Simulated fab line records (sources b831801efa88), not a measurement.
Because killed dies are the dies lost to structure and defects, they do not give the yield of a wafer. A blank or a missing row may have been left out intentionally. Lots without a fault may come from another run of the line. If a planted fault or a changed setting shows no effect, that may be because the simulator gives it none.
The tool behind it: which one?    flow sky130    Sampling: 12 lots, 36 wafers, 5 of 708 route steps

WHAT EACH GAUGE READ, for each wafer
SKY_POLY_GATE_CD_MEAS_13: target cd 150 nm. Usual: cd-nm 149.9 nm, standard deviation 1.3.
lot   measured      on         cd-nm (nm)         flag
L355  day 16 02:13  cd-sem-02  149.9 150.2 150.9  
L356  day 16 13:40  cd-sem-01  151.9 151.6 150.9  
L357  day 16 20:35  cd-sem-02  147.1 147.1 147.2  
L361  day 19 03:57  cd-sem-02  151.1 150.7 151.0  
L362  day 19 04:16  cd-sem-01  151.4 149.9 150.4  
L371  day 22 09:25  cd-sem-01  149.1 150.6 150.2  
L372  day 22 14:02  cd-sem-01  149.4 150.5 149.2  
L374  day 23 04:28  cd-sem-02  149.1 150.0 150.0  
L375  day 23 14:24  cd-sem-01  150.1 149.2 151.2  
L376  day 23 16:22  cd-sem-02  149.7 149.6 148.4  
L377  day 24 02:43  cd-sem-02  149.5 149.4 148.8  
L378  day 24 13:34  cd-sem-02  149.2 149.4 148.5  

SKY_SD_N_TW_MEAS_12. Usual: SD_N_TW 4009, standard deviation 22.
lot   measured      on             SD_N_TW         flag
L355  day 27 10:53  film-metro-01  4019 4028 4045  
L356  day 28 00:49  film-metro-01  4016 4013 4043  
L357  day 28 06:27  film-metro-01  4014 4021 3998  
L361  day 30 08:51  film-metro-01  4037 4002 4009  
L362  day 30 11:56  film-metro-02  4024 4005 3995  
L371  day 33 07:13  film-metro-02  4035 4002 4024  
L372  day 33 08:28  film-metro-01  4026 4014 4013  
L374  day 34 04:18  film-metro-02  3991 3997 4009  
L375  day 34 08:40  film-metro-02  3971 3999 4008  
L376  day 34 09:34  film-metro-01  3996 3993 3989  
L377  day 34 21:06  film-metro-01  3987 3975 3994  
L378  day 35 06:39  film-metro-02  3960 3989 3964  

SKY_CONTACT_THK_MEAS_03. Usual: CONTACT_HDPCVD_THK 565 nm, standard deviation 5.9.
lot   measured      on             CONTACT_HDPCVD_THK (nm)  flag
L355  day 29 23:12  film-metro-02  560 568 569              
L356  day 30 12:49  film-metro-03  567 559 566              
L357  day 30 17:06  film-metro-02  559 558 553              
L361  day 32 19:16  film-metro-03  565 929 565 565 930 565  OFF
L362  day 32 21:32  film-metro-03  559 928 561 559 929 561  OFF
L371  day 35 17:50  film-metro-03  579 571 571              
L372  day 35 19:12  film-metro-02  571 564 568              
L374  day 36 14:29  film-metro-02  565 566 559              
L375  day 36 17:34  film-metro-02  562 571 567              
L376  day 36 18:59  film-metro-03  562 567 564              
L377  day 37 06:21  film-metro-02  571 568 565              
L378  day 37 15:46  film-metro-04  563 566 564              

EACH LOT AND THE TOOL THAT RAN IT (in order: tool; ch and the chambers of the sampled wafers; start)
lot   SKY_LDD_HVP_STRIP_09                  SKY_CONTACT_HDPCVD_02
L355  plasma-asher-02 ch 0,1, day 21 05:45  hdpcvd-02 ch 0,1, day 29 23:07
L356  plasma-asher-02 ch 0,1, day 21 18:56  hdpcvd-01 ch 0,1, day 30 12:45
L357  plasma-asher-03 ch 0, day 22 03:27    hdpcvd-01 ch 0,1,2, day 30 17:02
L361  plasma-asher-02 ch 0,1, day 24 08:30  hdpcvd-01 ch 1,2, day 32 19:12
L362  plasma-asher-04 ch 0,1, day 24 10:17  hdpcvd-01 ch 0,1,2, day 32 21:28
L371  plasma-asher-02 ch 0,1, day 27 10:48  hdpcvd-01 ch 0,2, day 35 17:46
L372  plasma-asher-04 ch 0,1, day 27 12:37  hdpcvd-01 ch 1,2, day 35 19:07
L374  plasma-asher-04 ch 1, day 28 07:18    hdpcvd-02 ch 0,2, day 36 14:25
L375  plasma-asher-02 ch 0,1, day 28 11:29  hdpcvd-02 ch 1,2, day 36 17:30
L376  plasma-asher-04 ch 0,1, day 28 13:56  hdpcvd-01 ch 0,1,2, day 36 18:55
L377  plasma-asher-03 ch 1, day 29 00:02    hdpcvd-01 ch 0,1,2, day 37 06:16
L378  plasma-asher-04 ch 0,1, day 29 10:21  hdpcvd-01 ch 0,1,2, day 37 15:41
- SKY_LDD_HVP_STRIP_09: strips in O2/N2.
- SKY_CONTACT_HDPCVD_02: deposits SiO2, target thk 565 nm, time 94.2 s.

WHAT THE TOOLS THEMSELVES READ (means of the sampled wafers that have a number; where no wafer has one, the mark that the record gives instead)
SKY_LDD_HVP_STRIP_09. Usual: drypump-motor-current-A 5.6 A, standard deviation 0.46; oes-product-au 0.408 a.u., standard deviation 0.0044; strip-time-to-endpoint-s 4.139 s, standard deviation 0.013.
lot   tool             drypump-motor-current-A (A)  oes-product-au (a.u.)  strip-time-to-endpoint-s (s)  flag
L355  plasma-asher-02  5.3                          0.407                  4.144                         
L356  plasma-asher-02  5.4                          0.404                  4.136                         
L357  plasma-asher-03  6.0                          0.408                  4.127                         
L361  plasma-asher-02  5.3                          0.408                  4.140                         
L362  plasma-asher-04  5.9                          0.408                  4.145                         
L371  plasma-asher-02  5.4                          0.408                  4.139                         
L372  plasma-asher-04  5.6                          0.408                  4.119                         
L374  plasma-asher-04  5.2                          0.408                  4.140                         
L375  plasma-asher-02  5.3                          0.408                  4.127                         
L376  plasma-asher-04  5.9                          0.408                  4.146                         
L377  plasma-asher-03  6.0                          0.406                  4.145                         
L378  plasma-asher-04  5.9                          0.405                  4.137                         

THE ANSWER, worked out from the rows above alone
Rule: lot off if the mean of its wafers having a number is beyond 3 standard deviations from the usual mean. Also off: a lot with no number at a reading for which 4 or more lots have one. Where the step has rows for the other lots, those lots are counted as sound. Order of review: gauges by route order, followed by the tools' own readings, for which a lot's mean as printed above is used. The first step at which some lot is off is used, and at that step the reading that is off furthest; a lot without a number counts as furthest.
Off: L361, L362, seen at SKY_CONTACT_THK_MEAS_03 (CONTACT_HDPCVD_THK).
If a tool, at a process step before that reading, ran all the lots that are off and no sound lot after the first of them, it fits. Those tools and the gauges at SKY_CONTACT_THK_MEAS_03 are tried in the same way. Not one of the candidates tried fits.

WHAT THE SIMULATOR HAD INSERTED
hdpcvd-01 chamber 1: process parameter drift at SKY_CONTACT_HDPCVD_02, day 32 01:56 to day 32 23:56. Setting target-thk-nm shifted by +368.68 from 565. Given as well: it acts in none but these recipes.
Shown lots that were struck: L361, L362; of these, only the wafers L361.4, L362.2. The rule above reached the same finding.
